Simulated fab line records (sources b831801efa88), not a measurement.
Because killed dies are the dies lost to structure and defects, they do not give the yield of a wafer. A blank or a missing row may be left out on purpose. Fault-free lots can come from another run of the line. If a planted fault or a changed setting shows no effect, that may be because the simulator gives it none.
A struck lot beside a sound one -- flow sfqLine -- 42 out of 325 route steps
Sound: these wafers, L622.1, L622.2, L622.5. Struck: wafer L630.4 (left out: L630.1, L630.5 of the same lot, which were not struck); the cause appears at the end.
Per side, at each step with rows, come the tool, then ch with its chambers, and then its first start. Under that, the readings that differ: sound wafers -- struck wafers -- difference of the means -- sigmas: that difference in standard deviations of wafers without a fault.
alike: same words and numbers on both sides, and readings whose means sit less than 2 such deviations apart. not compared: any withheld reading, any reading some wafer has no value for, any bound like >300 that may hide the same value, and any number with overlapping values for which the record gives no deviation.
The two part at a step that has a row with sigmas, a row that says differs or no value, or rows on one side only. Non-overlapping numbers with no deviation appear without sigmas and do not part them. A reading missing from all wafers of one side parts the sides only when that side holds two or more wafers.

first, 6 steps without rows for these wafers: SFQ_TRILAYER_I0_VIA_LITHO_COAT_036 (resist thk 62 nm); SFQ_TRILAYER_I0_VIA_LITHO_COAT_031 (resist thk 650 nm); SFQ_TRILAYER_I0_VIA_LITHO_SOFTBAKE_035; SFQ_TRILAYER_I0_VIA_LITHO_EXPOSE_032 (exposes mask I0, target cd 500 nm); SFQ_TRILAYER_I0_VIA_LITHO_PEB_034 (peb time 60 s); SFQ_TRILAYER_I0_VIA_LITHO_DEVELOP_033 (time 60 s).
SFQ_I0_OVL_MEAS_908:
  sound: overlay-01 at day 17 14:11; struck: overlay-02 at day 20 23:04
  alike: I0_OVL
then, 1 step without rows for these wafers: SFQ_TRILAYER_I0_VIA_BARC_OPEN_VIA_ETCH_046 (etches BARC in O2, target depth 125 nm, time 41.7 s).
SFQ_TRILAYER_I0_VIA_ETCH_VIA_ETCH_034: etches SiO2 in CHF3, stops on Nb, target depth 260 nm.
  sound on rieDiel-04 ch 0,1, day 17 14:16; struck on rieDiel-04 ch 1, day 20 23:09
  alike: drypumpMotorCurrentA, oesProductAu
then, 3 steps without rows for these wafers: SFQ_TRILAYER_I0_VIA_STRIP_STRIP_035 (strips in O2); SFQ_TRILAYER_I0_VIA_STRIP_SOLV_CLEAN_036 (cleans in NMP, time 600 s); SFQ_TRILAYER_M1_DEP_PRE_CLEAN_038 (time 22.5 s).
SFQ_TRILAYER_M1_DEP_SPUTTER_037: material Nb, target thk 200 nm, time 133.3 s.
  sound: pvdSputter-03 at day 17 15:10; struck: pvdSputter-05 at day 21 00:14
reading,sound,struck,difference,sigmas
model.Nb_of_TRILAYER_M1_DEP_SPUTTER_037.thkNm (nm),197.3 202.6 199.2,174.1,-25.6,
  alike: substrateTempC, throttleValvePct
SFQ_M1_RS_MEAS_909: the measuring method here is four-point-probe.
  sound: filmMetro-03 at day 17 15:16; struck: filmMetro-04 at day 21 00:20
reading,sound,struck,difference,sigmas
M1_NB_RS (ohm/sq),0.902 0.880 0.893,1.023,+0.131,+12
then, 6 steps without rows for these wafers: SFQ_TRILAYER_M1_LITHO_COAT_044 (resist thk 62 nm); SFQ_TRILAYER_M1_LITHO_COAT_039 (resist thk 600 nm); SFQ_TRILAYER_M1_LITHO_SOFTBAKE_043; SFQ_TRILAYER_M1_LITHO_EXPOSE_040 (exposes mask M1, target cd 500 nm); SFQ_TRILAYER_M1_LITHO_PEB_042 (peb time 60 s); SFQ_TRILAYER_M1_LITHO_DEVELOP_041 (time 60 s).
-- the record jumps here: 6 days lie between the struck wafers' starts before and after --
SFQ_M1_OVL_MEAS_911:
  sound: overlay-01 at day 23 18:16; struck: overlay-01 at day 26 17:01
reading,sound,struck,difference,sigmas
M1_OVL (nm),-3 4 2,-9,-10,-2
then, 1 step without rows for these wafers: SFQ_TRILAYER_M1_BARC_OPEN_METAL_ETCH_054 (etches BARC in O2, target depth 125 nm, time 41.7 s).
SFQ_TRILAYER_M1_ETCH_METAL_ETCH_042: etches Nb in Cl2/Ar, stops on SiO2, target depth 240 nm, time 120 s.
  sound on rieMetal-04 ch 0,1, day 23 18:22; struck on rieMetal-03 ch 0, day 26 17:07
reading,sound,struck,difference,sigmas
drypumpMotorCurrentA (A),5.2 6.4 5.1,6.6,+1.0,+2
oesProductAu (a.u.),0.882 0.907 0.889,0.825,-0.068,-9
  alike: heBacksideLeakSccm
  not compared: rfHoursCounterH
then, 3 steps without rows for these wafers: SFQ_TRILAYER_M1_STRIP_STRIP_043 (strips in O2); SFQ_TRILAYER_M1_STRIP_SOLV_CLEAN_044 (cleans in NMP, time 600 s); SFQ_TRILAYER_I1_DEP_PECVD_045 (deposits SiO2 from SiH4/N2O, time 111.11 s, target thk 500 nm).
SFQ_TRILAYER_I1_CMP_CMP_046: polishes SiO2.
  sound on cmp-02 ch 1,2, day 23 19:20; struck on cmp-01 ch 3, day 26 18:05
  alike: motorCurrentA, timeToEndpointS
SFQ_I1_BOW_MEAS_912:
  sound: filmMetro-02 at day 23 22:20; struck: filmMetro-04 at day 26 21:05
  alike: I1_BOW
SFQ_TRILAYER_I1_METRO_MEASURE_047:
  sound: filmMetro-02 at day 23 22:28; struck: filmMetro-04 at day 26 21:13
reading,sound,struck,difference,sigmas
thkNm (nm),200.2 201.0 200.5,197.1,-3.5,-3
then, 6 steps without rows for these wafers: SFQ_TRILAYER_I1_VIA_LITHO_COAT_054 (resist thk 62 nm); SFQ_TRILAYER_I1_VIA_LITHO_COAT_049 (resist thk 650 nm); SFQ_TRILAYER_I1_VIA_LITHO_SOFTBAKE_053; SFQ_TRILAYER_I1_VIA_LITHO_EXPOSE_050 (exposes mask I1, target cd 500 nm); SFQ_TRILAYER_I1_VIA_LITHO_PEB_052 (peb time 60 s); SFQ_TRILAYER_I1_VIA_LITHO_DEVELOP_051 (time 60 s).
-- the record jumps here: 7 days lie between the struck wafers' starts before and after --
SFQ_I1_OVL_MEAS_913:
  sound: overlay-01 at day 30 16:11; struck: overlay-01 at day 33 13:04
  alike: I1_OVL
then, 1 step without rows for these wafers: SFQ_TRILAYER_I1_VIA_BARC_OPEN_VIA_ETCH_071 (etches BARC in O2, target depth 125 nm, time 41.7 s).
SFQ_TRILAYER_I1_VIA_ETCH_VIA_ETCH_052: etches SiO2 in CHF3, stops on Nb, target depth 260 nm.
  sound on rieDiel-01 ch 0,2,3, day 30 16:16; struck on rieDiel-04 ch 2, day 33 13:08
reading,sound,struck,difference,sigmas
oesProductAu (a.u.),0.855 0.853 0.858,0.845,-0.010,-2
  alike: drypumpMotorCurrentA
SFQ_TRILAYER_I1_VIA_STRIP_STRIP_053: strips in O2.
  sound on rieMetal-04 ch 0,1, day 30 16:23; struck on rieMetal-04 ch 0, day 33 13:15
  alike: drypumpMotorCurrentA, heBacksideLeakSccm, oesProductAu
  not compared: rfHoursCounterH
then, 2 steps without rows for these wafers: SFQ_TRILAYER_I1_VIA_STRIP_SOLV_CLEAN_054 (cleans in NMP, time 600 s); SFQ_TRILAYER_M2_DEP_PRE_CLEAN_056 (time 22.5 s).
-- the record jumps here: 48 days lie between the struck wafers' starts before and after --
SFQ_M8_BOW_MEAS_951:
  sound: filmMetro-04 at day 80 13:42; struck: filmMetro-03 at day 81 18:45
reading,sound,struck,difference,sigmas
model.etest.m1.ohmUm,1.8 1.753 1.783,2.048,+0.269,
model.etest.i0.linkOhm,1.985 1.955 1.974,2.134,+0.163,
model.etest.m1.ohmSq,0.9018 0.878 0.8928,1.022,+0.131,
model.etest.i1.linkOhm,1.955 1.951 1.955,2.098,+0.144,
  alike: M8_BOW

## WHERE THEY PART
Last at SFQ_TRILAYER_I1_VIA_ETCH_VIA_ETCH_052 as far as this record goes, first at SFQ_M1_RS_MEAS_909. Later steps at which nothing parts them and some readings are alike: SFQ_TRILAYER_I1_VIA_STRIP_STRIP_053, SFQ_M8_BOW_MEAS_951.

WHY: what the simulator had put in
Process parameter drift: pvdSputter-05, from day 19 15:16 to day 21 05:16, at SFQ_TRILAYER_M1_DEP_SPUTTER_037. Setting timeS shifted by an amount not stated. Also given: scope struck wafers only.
